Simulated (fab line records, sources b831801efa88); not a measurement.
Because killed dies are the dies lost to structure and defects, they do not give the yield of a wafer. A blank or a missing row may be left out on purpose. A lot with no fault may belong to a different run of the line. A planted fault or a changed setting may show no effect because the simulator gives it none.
fab line records	flow sky130
[record] lots = 12	wafers = 36	lastDay = 52
route steps=708 shown SONOS_ONO@181 LDD_N@241 PAD_OPEN@708
lots with no fault: from the same line, run without faults
startH: hours from the record's opening day to when the first of the lot's shown wafers began	waitH: how many hours have passed since the lot's step before this one	" the same as in the row above	L1.1+2: one row covering several wafers at once	- no value present, or no start provided	* or withheld: withheld	< > ~ a bound
route shown NAME@n: a module of which the file shows steps, and the number in the route of the first	usual: mean/standard deviation taken from wafers without a fault	same: alike in all rows	chamber/n: place in a boat	sites: the reading at each site	_std_site: the values' standard deviation	_edge_site: the outer-site mean with the inner-site mean subtracted	radiusMm: for every site, how far away it sits from the centre of the wafer	mask NAME#n: copy n	behind: the most recent tool/chamber to have shaped the wafer	hold: reason for holding the lot/hours on hold/outcome of the hold	device: the transistor (n, p or np) that didn't switch	end of line: the route-end tests of the same wafers	a step with no rows: only its recipe	killed: not the wafer's yield, but the dies lost to structure and defects at the first sort	map: a wafer's dies, marking killed ones x, the rest . and places with no die _
set.NAME: the setting that was run; set.NAME@STEP: the one run at that earlier step	model.NAME: the simulator's own value behind a step, which no gauge read
the route's steps for a sample of lots (tables are steps, rows are wafers)
services: from which hour (startH, from the record's first day; less than 0 if before it) a tool's chamber was out of use, for how many hours, and why
[[steps]]
[step SKY_SONOS_ONO_CD_MEAS_13]
[recipe] targetCdNm = 410
[usual] cdNm = 410.4/2
lot.wafer	tool	chamber	startH	waitH	cdNm
L928.4	cdSem-01	-	304.65	0.1	406.1
L928.5	"	-	"	"	406.2
L928.6	"	-	"	"	405.3
L929.3	cdSem-01	-	319.28	0.1	408.8
L929.4	"	-	"	"	410.9
L929.6	"	-	"	"	411.3
L930.4	cdSem-02	-	324.55	0.1	411.4
L930.5	"	-	"	"	409.8
L930.6	"	-	"	"	410.2
L931.1	cdSem-01	-	330.35	0.1	413.4
L931.3	"	-	"	"	411.0
L931.4	"	-	"	"	412.6
L932.1	cdSem-02	-	337.59	0.1	410.3
L932.2	"	-	"	"	410.2
L932.5	"	-	"	"	409.8
L933.1	cdSem-02	-	346.19	0.1	406.7
L933.2	"	-	"	"	407.3
L933.6	"	-	"	"	407.5
L937.1	cdSem-01	-	380.94	0.1	410.3
L937.3	"	-	"	"	408.4
L937.4	"	-	"	"	409.5
L938.2	cdSem-02	-	387.26	0.1	412.3
L938.3	"	-	"	"	409.8
L938.4	"	-	"	"	413.2
L942.1	cdSem-02	-	426.60	0.1	411.5
L942.2	"	-	"	"	410.1
L942.6	"	-	"	"	410.5
L944.2	cdSem-01	-	451.01	0.1	409.0
L944.4	"	-	"	"	409.5
L944.5	"	-	"	"	409.6
L946.1	cdSem-02	-	464.65	0.1	415.3
L946.4	"	-	"	"	414.7
L946.5	"	-	"	"	413.7
L949.1	cdSem-02	-	489.44	0.1	410.8
L949.3	"	-	"	"	411.8
L949.6	"	-	"	"	410.1
[step SKY_SONOS_ONO_ETCH_15]
[recipe] targetDepthNm = 19.52	chemistry = CHF3/O2	sourceW = 600	biasW = 200	pressureMtorr = 40	chf3FlowSccm = 50	O2_flow_sccm = 5	timeS = 7.8
[usual] biasW = 200.0/0.65	drypumpMotorCurrentA = 5.7/0.39	oesProductAu = 1.004/0.0096	throttleValvePct = 8.826/0.0096
[same] timeS = 7.8
lot.wafer	tool	chamber	startH	waitH	biasW	drypumpMotorCurrentA	oesProductAu	rfHoursCounterH	throttleValvePct
L928.4	rieDiel-04	1	304.75	0.0	200.1	6.3	1.008	4	8.818
L928.5	"	3	"	"	200.1	6.1	1.020	-	8.825
L928.6	"	2	"	"	200.3	5.7	1.006	-	8.823
L929.3	rieDiel-01	0	319.40	0.0	201.1	6.2	0.997	3	8.836
L929.4	"	1	"	"	199.7	5.9	1.003	89	8.839
L929.6	"	0	"	"	199.5	6.2	0.989	-	8.823
L930.4	rieDiel-01	3	324.65	0.0	199.1	5.1	1.007	10	8.830
L930.5	"	0	"	"	199.4	6.1	0.990	-	8.825
L930.6	"	3	"	"	198.9	5.1	1.011	-	8.818
L931.1	rieDiel-04	2	330.51	0.0	199.7	5.7	1.014	8	8.810
L931.3	"	0	"	"	201.9	5.4	1.013	6	8.826
L931.4	"	3	"	"	200.6	6.1	1.008	2	8.818
L932.1	rieDiel-01	2	337.75	0.0	199.7	5.5	0.983	101	8.825
L932.2	"	3	"	"	200.3	5.1	1.003	10	8.811
L932.5	"	1	"	"	200.2	5.9	1.004	-	8.815
L933.1	rieDiel-04	2	346.35	0.0	200.8	5.7	1.013	8	8.819
L933.2	"	0	"	"	200.1	5.5	1.013	6	8.844
L933.6	"	0	"	"	200.1	5.5	1.009	-	8.834
L937.1	rieDiel-04	2	381.10	0.0	200.4	5.7	1.005	8	8.828
L937.3	"	1	"	"	200.3	6.3	1.002	5	8.825
L937.4	"	0	"	"	199.1	5.4	1.028	7	8.819
L938.2	rieDiel-01	0	387.40	0.0	199.5	6.1	0.992	4	8.816
L938.3	"	2	"	"	199.2	5.5	0.987	102	8.831
L938.4	"	1	"	"	200.6	5.9	1.009	90	8.822
L942.1	rieDiel-04	3	426.76	0.0	201.8	6.1	1.006	3	8.841
L942.2	"	0	"	"	199.6	5.4	1.017	7	8.842
L942.6	"	2	"	"	198.8	5.7	1.009	-	8.820
L944.2	rieDiel-02	1	451.15	0.0	199.3	5.4	0.989	6	8.811
L944.4	"	0	"	"	200.6	5.5	1.004	17	8.808
L944.5	"	1	"	"	199.5	5.4	0.996	-	8.818
L946.1	rieDiel-04	0	464.81	0.0	200.1	5.4	1.010	8	8.827
L946.4	"	1	"	"	198.7	6.3	1.003	6	8.825
L946.5	"	0	"	"	200.2	5.4	1.011	-	8.829
L949.1	rieDiel-01	2	489.60	0.0	200.4	5.6	0.995	0	8.822
L949.3	"	1	"	"	199.9	5.9	1.008	91	8.839
L949.6	"	2	"	"	199.5	5.5	0.988	-	8.829
[step SKY_LDD_N_EXPOSE_04]
[recipe] maskId = NTM	targetCdNm = 840	na = 0.6	sourceShape = conventional	sigmaOuter = 0.6	doseMj = 110
[usual] exposureDoseMJCm2 = 110.00/0.1	stageVelMmS = 500.01/0.26
[same] na = 0.6
lot.wafer	tool	chamber	startH	waitH	mask	exposureDoseMJCm2	stageVelMmS
L928.4	ilineStepper-02	0	414.03	-	NTM#0	109.96	499.85
L928.5	"	0	"	"	NTM#0	110.13	499.80
L928.6	"	0	"	"	NTM#0	110.01	499.79
L929.3	ilineStepper-02	0	433.93	-	NTM#0	109.97	499.43
L929.4	"	0	"	"	NTM#0	110.08	499.44
L929.6	"	0	"	"	NTM#0	110.06	499.30
L930.4	ilineStepper-01	0	441.52	-	NTM#0	109.89	500.18
L930.5	"	0	"	"	NTM#0	110.07	499.93
L930.6	"	0	"	"	NTM#0	109.93	500.14
L931.1	ilineStepper-02	0	446.62	-	NTM#0	110.01	499.70
L931.3	"	0	"	"	NTM#0	109.98	499.73
L931.4	"	0	"	"	NTM#0	109.95	499.90
L932.1	ilineStepper-01	0	456.76	-	NTM#0	110.05	500.05
L932.2	"	0	"	"	NTM#0	110.01	500.15
L932.5	"	0	"	"	NTM#0	109.99	500.18
L933.1	ilineStepper-02	0	465.17	-	NTM#0	110.22	500.27
L933.2	"	0	"	"	NTM#0	110.08	500.07
L933.6	"	0	"	"	NTM#0	110.22	500.12
L937.1	ilineStepper-02	0	504.02	-	NTM#0	109.93	500.47
L937.3	"	0	"	"	NTM#0	109.94	500.12
L937.4	"	0	"	"	NTM#0	109.87	499.83
L938.2	ilineStepper-02	0	510.16	-	NTM#0	109.81	499.87
L938.3	"	0	"	"	NTM#0	110.19	499.85
L938.4	"	0	"	"	NTM#0	110.08	499.63
L942.1	ilineStepper-01	0	551.62	-	NTM#0	109.92	500.21
L942.2	"	0	"	"	NTM#0	110.13	500.42
L942.6	"	0	"	"	NTM#0	110.13	500.48
L944.2	ilineStepper-01	0	580.04	-	NTM#0	109.96	500.51
L944.4	"	0	"	"	NTM#0	110.08	500.11
L944.5	"	0	"	"	NTM#0	109.88	500.41
L946.1	ilineStepper-01	0	587.79	-	NTM#0	109.98	500.21
L946.4	"	0	"	"	NTM#0	109.87	500.26
L946.5	"	0	"	"	NTM#0	109.86	499.92
L949.1	ilineStepper-01	0	612.02	-	NTM#0	110.14	499.99
L949.3	"	0	"	"	NTM#0	109.95	499.87
L949.6	"	0	"	"	NTM#0	109.87	499.87
[step SKY_LDD_N_OVL_MEAS_07]
[usual] LDD_N_OVL = -0.3/1.2
lot.wafer	tool	chamber	startH	waitH	LDD_N_OVL[nm]
L928.4	overlay-01	-	429.17	0.1	-0.4
L928.5	"	-	"	"	-0.4
L928.6	"	-	"	"	2.6
L929.3	overlay-02	-	450.26	0.1	-0.5
L929.4	"	-	"	"	-0.7
L929.6	"	-	"	"	-1.2
L930.4	overlay-01	-	457.62	0.1	-1.4
L930.5	"	-	"	"	-2.0
L930.6	"	-	"	"	0.1
L931.1	overlay-02	-	462.69	0.1	71.8
L931.3	"	-	"	"	73.0
L931.4	"	-	"	"	72.4
L932.1	overlay-01	-	473.85	0.1	-0.5
L932.2	"	-	"	"	-0.8
L932.5	"	-	"	"	-0.7
L933.1	overlay-02	-	481.39	0.1	71.6
L933.2	"	-	"	"	75.2
L933.6	"	-	"	"	73.6
L937.1	overlay-02	-	520.24	0.1	74.4
L937.3	"	-	"	"	72.9
L937.4	"	-	"	"	73.1
L938.2	overlay-02	-	525.50	0.1	73.5
L938.3	"	-	"	"	74.4
L938.4	"	-	"	"	73.2
L942.1	overlay-02	-	567.64	0.1	-0.5
L942.2	"	-	"	"	-0.7
L942.6	"	-	"	"	-0.7
L944.2	overlay-02	-	595.30	0.1	0.1
L944.4	"	-	"	"	-0.8
L944.5	"	-	"	"	0.3
L946.1	overlay-01	-	603.14	0.1	-1.2
L946.4	"	-	"	"	1.3
L946.5	"	-	"	"	-1.0
L949.1	overlay-02	-	626.40	0.1	1.4
L949.3	"	-	"	"	0.9
L949.6	"	-	"	"	0.2
[step SKY_LDD_N_TW_MEAS_17]
[usual] LDD_N_TW = 2579/21
lot.wafer	tool	chamber	startH	waitH	LDD_N_TW
L928.4	filmMetro-03	-	430.52	0.1	2556
L928.5	"	-	"	"	2554
L928.6	"	-	"	"	2553
L929.3	filmMetro-03	-	451.61	0.1	2549
L929.4	"	-	"	"	2557
L929.6	"	-	"	"	2558
L930.4	filmMetro-02	-	458.97	0.1	2582
L930.5	"	-	"	"	2590
L930.6	"	-	"	"	2602
L931.1	filmMetro-02	-	464.03	0.1	2599
L931.3	"	-	"	"	2598
L931.4	"	-	"	"	2592
L932.1	filmMetro-02	-	475.19	0.1	2602
L932.2	"	-	"	"	2585
L932.5	"	-	"	"	2595
L933.1	filmMetro-02	-	482.73	0.1	2585
L933.2	"	-	"	"	2579
L933.6	"	-	"	"	2564
L937.1	filmMetro-02	-	521.58	0.1	2594
L937.3	"	-	"	"	2598
L937.4	"	-	"	"	2579
L938.2	filmMetro-03	-	526.84	0.1	2547
L938.3	"	-	"	"	2541
L938.4	"	-	"	"	2549
L942.1	filmMetro-01	-	569.01	0.1	2614
L942.2	"	-	"	"	2594
L942.6	"	-	"	"	2601
L944.2	filmMetro-02	-	596.64	0.1	2586
L944.4	"	-	"	"	2596
L944.5	"	-	"	"	2578
L946.1	filmMetro-02	-	604.48	0.1	2598
L946.4	"	-	"	"	2586
L946.5	"	-	"	"	2594
L949.1	filmMetro-01	-	627.73	0.1	2555
L949.3	"	-	"	"	2568
L949.6	"	-	"	"	2581
[step SKY_PAD_OPEN_PROBE_99]
[usual] killed_at_M0_to_M3 = 44/7.1	killed_at_M4_up = 3.3/1.9	killedAtContacts = 24/5.3	killedAtFrontEnd = 15/4.5	killedAtOther = 0.3/0.55	killedDies = 86/9.5	killedOpen = 46/7.3	killedShort = 39/6.4
[same] grossDies = 492	killedAtBackSide = 0
lot.wafer	tool	chamber	startH	waitH	killed_at_M0_to_M3	killed_at_M4_up	killedAtContacts	killedAtFrontEnd	killedAtOther	killedDies	killedOpen	killedShort
L942.1	prober-02	-	1212.86	0.1	35	1	25	10	0	71	40	31
L942.2	prober-02	-	1212.91	0.1	38	3	23	12	0	76	44	32
L942.6	prober-02	-	1213.11	0.2	48	1	30	24	0	103	57	46
// killed by level:class
L942.1 CONTACT:geometricParticle:open=11 VIA3:geometricParticle:open=8 METAL2:geometricParticle:short=6 LOCAL_INTERCONNECT:geometricParticle:short=5 METAL1:geometricParticle:short=5 VIA2:geometricParticle:open=5 POLY_GATE:geometricParticle:open=4 VIA1:geometricParticle:short=4
L942.2 CONTACT:geometricParticle:open=11 VIA1:geometricParticle:open=8 LI_CONTACT:geometricParticle:open=7 VIA3:geometricParticle:open=6 METAL1:geometricParticle:short=5 VIA2:geometricParticle:open=5 VIA2:geometricParticle:short=4 FIELD_ISO:geometricParticle:short=3
L942.6 CONTACT:geometricParticle:open=14 FIELD_ISO:geometricParticle:open=9 VIA1:geometricParticle:open=9 METAL1:geometricParticle:short=8 VIA2:geometricParticle:open=8 LI_CONTACT:geometricParticle:open=7 METAL2:geometricParticle:short=7 POLY_GATE:geometricParticle:open=6
[[services]]
tool	chamber	startH	hours	kind
rieDiel-04	-	305.16	1.3	repair
rieDiel-02	1	327.30	1.4	repair
rieDiel-01	0	334.02	8.3	repair
ilineStepper-01	-	371.18	1.7	pm
rieDiel-04	-	389.31	1.0	repair
ilineStepper-01	-	391.15	4.8	repair
rieDiel-04	-	417.92	0.4	repair
ilineStepper-02	0	435.10	-	calibration
ilineStepper-02	-	436.05	2.1	pm
ilineStepper-02	-	438.14	-	consumableReplace:lamp
ilineStepper-02	-	444.33	1.7	pm
rieDiel-04	2	469.06	5.4	repair
rieDiel-02	0	484.83	12.8	repair
rieDiel-04	2	486.50	8.4	repair
rieDiel-02	3	489.32	4.7	repair
rieDiel-01	1	490.17	16.7	repair
rieDiel-04	-	504.53	1.5	repair
rieDiel-02	0	507.93	13.4	repair
ilineStepper-01	-	525.30	12.7	repair
rieDiel-01	0	525.45	5.3	repair
ilineStepper-01	-	549.89	0.6	repair
ilineStepper-01	-	589.36	1.7	pm
rieDiel-02	-	595.75	2.8	pm
rieDiel-02	-	605.09	2.4	repair
[[key]]
[firstSign] step = SKY_LDD_N_OVL_MEAS_07	reading = LDD_N_OVL	direction = up	sigmas = 60	usual = -0.3	struck = 73.2
effect none on later readings
metAt SKY_LDD_N_EXPOSE_04
struckLots L931,L933,L937,L938
testerLeftOut L931,L933,L937,L938
notActingAt SKY_SONOS_ONO_CD_MEAS_13,SKY_SONOS_ONO_ETCH_15,SKY_LDD_N_TW_MEAS_17
onsetBetween 433.93 446.62
[fault] kind = scannerMatchingOverlay	tool = ilineStepper-02	chamber = -	onsetH = 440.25	steps = SKY_LDD_N_EXPOSE_04	offset = 73.055
// testerLeftOut: of these lots the tester's yield and bins aren't shown, on N5 and GAA mostly nor the transistor test; their killed dies are dies lost to structure and defects alone, not to doping, threshold or leakage, so they don't give the yield
